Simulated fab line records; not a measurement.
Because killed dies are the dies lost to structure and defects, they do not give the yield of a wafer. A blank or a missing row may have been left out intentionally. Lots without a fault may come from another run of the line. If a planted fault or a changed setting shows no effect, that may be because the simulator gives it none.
Which tool is to blame? | flow gf180mcu | 12 lots with 34 wafers sampled at 6 steps, on a route of 602 steps

## WHAT THE GAUGES READ, wafer by wafer
GF_CONTACT_CD_MEAS_14 targets a cd of 220 nm. Usual: cdNm 220.0 nm, standard deviation 1.4.
lot  | measured     | on       | cdNm (nm)         | flag
L258 | day 16 08:13 | cdSem-02 | 218.9 218.3 218.7 | 
L259 | day 16 20:46 | cdSem-02 | 218.9 219.3 219.3 | 
L260 | day 17 10:51 | cdSem-02 | 220.5 219.3 219.8 | 
L261 | day 17 19:32 | cdSem-01 | 219.3 219.0 219.1 | 
L264 | day 18 17:36 | cdSem-02 | 217.8 217.4 217.2 | 
L267 | day 19 23:14 | cdSem-01 | 219.7 221.2 219.0 | 
L268 | day 20 13:39 | cdSem-02 | 221.7 221.9 222.6 | 
L269 | day 20 23:06 | cdSem-01 | 220.4 220.3 217.9 | 
L270 | day 21 02:09 | cdSem-02 | 220.1 220.8 220.1 | 
L272 | day 21 16:10 | cdSem-02 | 218.3 218.6       | 
L274 | day 22 05:32 | cdSem-02 | 219.1 220.5       | 
L279 | day 24 00:22 | cdSem-01 | 222.3 221.2 222.5 | 

GF_CONTACT_RS_MEAS_25: uses a four-point probe to measure. Usual: for CONTACT_W_RS the level is 0.379 ohm/sq and the standard deviation is 0.0069.
lot  | measured     | on           | CONTACT_W_RS (ohm/sq) | flag
L258 | day 16 09:02 | filmMetro-03 | 0.386 0.386 0.385     | 
L259 | day 16 21:35 | filmMetro-04 | 0.379 0.376 0.378     | 
L260 | day 17 11:41 | filmMetro-01 | 0.387 0.381 0.380     | 
L261 | day 17 20:22 | filmMetro-03 | 0.385 0.381 0.384     | 
L264 | day 18 18:26 | filmMetro-03 | 0.374 0.380 0.386     | 
L267 | day 20 00:04 | filmMetro-03 | 0.370 0.376 0.371     | 
L268 | day 20 14:28 | filmMetro-01 | 0.377 0.377 0.380     | 
L269 | day 20 23:56 | filmMetro-01 | 0.385 0.384 0.385     | 
L270 | day 21 02:59 | filmMetro-04 | 0.374 0.371 0.499     | OFF
L272 | day 21 17:04 | filmMetro-04 | 0.501 0.501           | OFF
L274 | day 22 06:21 | filmMetro-04 | 0.503 0.380           | OFF
L279 | day 24 01:11 | filmMetro-04 | 0.390 0.368 0.394     | 

GF_CONTACT_THK_MEAS_26: measures by xrf. Usual: for CONTACT_W_THK the level is 310 nm and the standard deviation is 6.
lot  | measured     | on           | CONTACT_W_THK (nm) | flag
L258 | day 16 09:08 | filmMetro-03 | 303 300 302        | 
L259 | day 16 21:43 | filmMetro-04 | 308 310 310        | 
L260 | day 17 11:49 | filmMetro-01 | 307 313 314        | 
L261 | day 17 20:29 | filmMetro-03 | 308 310 308        | 
L264 | day 18 18:32 | filmMetro-03 | 314 308 305        | 
L267 | day 20 00:10 | filmMetro-03 | 320 314 319        | 
L268 | day 20 14:35 | filmMetro-01 | 315 318 316        | 
L269 | day 21 00:03 | filmMetro-01 | 310 309 307        | 
L270 | day 21 03:06 | filmMetro-04 | 313 315 235        | OFF
L272 | day 21 17:10 | filmMetro-04 | 232 234            | OFF
L274 | day 22 06:26 | filmMetro-04 | 231 304            | OFF
L279 | day 24 01:16 | filmMetro-04 | 299 314 294        | 

## TOOL THAT RAN EACH LOT (tool first, then ch and the chambers of the sampled wafers, then the start)
lot  | GF_SALICIDE_SPUTTER_03      | GF_CONTACT_STRIP_18                 | GF_CONTACT_CVD_24
L258 | pvdSputter-03, day 15 08:44 | plasmaAsher-04 ch 0,1, day 16 08:32 | cvdW-01 ch 0,1, day 16 08:56
L259 | pvdSputter-03, day 15 21:53 | plasmaAsher-02 ch 0,1, day 16 21:05 | cvdW-02 ch 1, day 16 21:29
L260 | pvdSputter-03, day 16 11:05 | plasmaAsher-03 ch 0,1, day 17 11:10 | cvdW-01 ch 0,1, day 17 11:35
L261 | pvdSputter-01, day 16 19:33 | plasmaAsher-02 ch 0,1, day 17 19:50 | cvdW-01 ch 0,1, day 17 20:15
L264 | pvdSputter-03, day 17 17:01 | plasmaAsher-04 ch 0,1, day 18 17:53 | cvdW-02 ch 0,1, day 18 18:19
L267 | pvdSputter-01, day 18 22:09 | plasmaAsher-02 ch 0,1, day 19 23:33 | cvdW-02 ch 0,1, day 19 23:58
L268 | pvdSputter-03, day 19 12:23 | plasmaAsher-02 ch 0,1, day 20 13:58 | cvdW-02 ch 0,1, day 20 14:22
L269 | pvdSputter-01, day 19 22:30 | plasmaAsher-02 ch 0,1, day 20 23:25 | cvdW-01 ch 0,1, day 20 23:50
L270 | pvdSputter-01, day 20 01:25 | plasmaAsher-02 ch 1, day 21 02:28   | cvdW-02 ch 0,1, day 21 02:53
L272 | pvdSputter-03, day 20 15:30 | plasmaAsher-04 ch 0, day 21 16:28   | cvdW-02 ch 0,1, day 21 16:57
L274 | pvdSputter-01, day 21 05:12 | plasmaAsher-02 ch 0,1, day 22 05:50 | cvdW-02 ch 0,1, day 22 06:14
L279 | pvdSputter-02, day 23 00:29 | plasmaAsher-03 ch 0,1, day 24 00:40 | cvdW-01 ch 0,1, day 24 01:03
- GF_SALICIDE_SPUTTER_03: material TiN, target thk 20 nm, time 16.7 s.
- GF_CONTACT_STRIP_18: strips in O2/N2.
- GF_CONTACT_CVD_24: deposits W, target thk 300 nm, time 90.339 s.

## AS READ BY THE TOOLS THEMSELVES (means over the sampled wafers that have a number; for cases with no such wafer, the mark the record gives instead)
GF_SALICIDE_SPUTTER_03. Usual: throttleValvePct 29.8 %, standard deviation 1.2.
lot  | tool          | throttleValvePct (%) | flag
L258 | pvdSputter-03 | 30.8                 | 
L259 | pvdSputter-03 | 30.5                 | 
L260 | pvdSputter-03 | 30.6                 | 
L261 | pvdSputter-01 | 29.1                 | 
L264 | pvdSputter-03 | 30.8                 | 
L267 | pvdSputter-01 | 28.7                 | 
L268 | pvdSputter-03 | 30.6                 | 
L269 | pvdSputter-01 | 28.7                 | 
L270 | pvdSputter-01 | 28.6                 | 
L272 | pvdSputter-03 | 30.6                 | 
L274 | pvdSputter-01 | 29.6                 | 
L279 | pvdSputter-02 | 30.6                 | 

GF_CONTACT_STRIP_18. Usual: drypumpMotorCurrentA 5.8 A, standard deviation 0.71; heaterPowerW 336 W, standard deviation 18; n2FlowSccm 300.0 sccm, standard deviation 0.85; oesProductAu 0.580 a.u., standard deviation 0.0047.
lot  | tool           | drypumpMotorCurrentA (A) | heaterPowerW (W) | n2FlowSccm (sccm) | oesProductAu (a.u.) | flag
L258 | plasmaAsher-04 | 5.4                      | 308              | 300.4             | 0.585               | 
L259 | plasmaAsher-02 | 5.7                      | 345              | 299.6             | 0.580               | 
L260 | plasmaAsher-03 | 5.9                      | 341              | 300.7             | 0.580               | 
L261 | plasmaAsher-02 | 5.7                      | 348              | 299.4             | 0.578               | 
L264 | plasmaAsher-04 | 5.4                      | 307              | 301.4             | 0.578               | 
L267 | plasmaAsher-02 | 6.2                      | 340              | 300.0             | 0.581               | 
L268 | plasmaAsher-02 | 6.2                      | 340              | 299.6             | 0.583               | 
L269 | plasmaAsher-02 | 5.7                      | 340              | 300.2             | 0.581               | 
L270 | plasmaAsher-02 | 6.7                      | 337              | 301.4             | 0.579               | 
L272 | plasmaAsher-04 | 4.7                      | 328              | 299.5             | 0.580               | 
L274 | plasmaAsher-02 | 6.0                      | 343              | 300.6             | 0.585               | 
L279 | plasmaAsher-03 | 6.0                      | 344              | 299.3             | 0.577               | 

GF_CONTACT_CVD_24. Usual: heaterPowerW 919 W, standard deviation 62.
lot  | tool    | heaterPowerW (W) | flag
L258 | cvdW-01 | 892              | 
L259 | cvdW-02 | 1021             | 
L260 | cvdW-01 | 939              | 
L261 | cvdW-01 | 945              | 
L264 | cvdW-02 | 916              | 
L267 | cvdW-02 | 907              | 
L268 | cvdW-02 | 918              | 
L269 | cvdW-01 | 938              | 
L270 | cvdW-02 | 905              | 
L272 | cvdW-02 | 910              | 
L274 | cvdW-02 | 891              | 
L279 | cvdW-01 | 902              | 

## THE ANSWER, worked out from the rows above alone
Rule: a lot is off if the mean of its wafers that have a number lies more than 3 standard deviations from the usual mean. A lot without any number at a reading at which 4 lots or more have one is off too. Where the step has rows for the other lots, those lots are counted as sound. Order of review: gauges by route order, followed by the tools' own readings, for which a lot's mean as printed above is used. At the first step where some lot is off, the reading lying furthest off is the one used; lots without a number count as furthest.
Off: at GF_CONTACT_RS_MEAS_25 (CONTACT_W_RS), L270, L272, L274.
A tool fits if, at a process step before that reading, it ran every lot that is off, and no sound lot after the first of them. Gauges at GF_CONTACT_RS_MEAS_25: tried the same way as those tools. One fits: GF_CONTACT_CVD_24 on cvdW-02. Its last sound lot is L268 (day 20 14:22), its first lot that is off L270 (day 21 02:53): a fault that began between those two fits.

## WHAT HAD BEEN PUT IN BY THE SIMULATOR
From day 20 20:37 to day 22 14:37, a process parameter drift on cvdW-02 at GF_CONTACT_CVD_24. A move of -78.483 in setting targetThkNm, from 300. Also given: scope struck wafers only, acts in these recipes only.
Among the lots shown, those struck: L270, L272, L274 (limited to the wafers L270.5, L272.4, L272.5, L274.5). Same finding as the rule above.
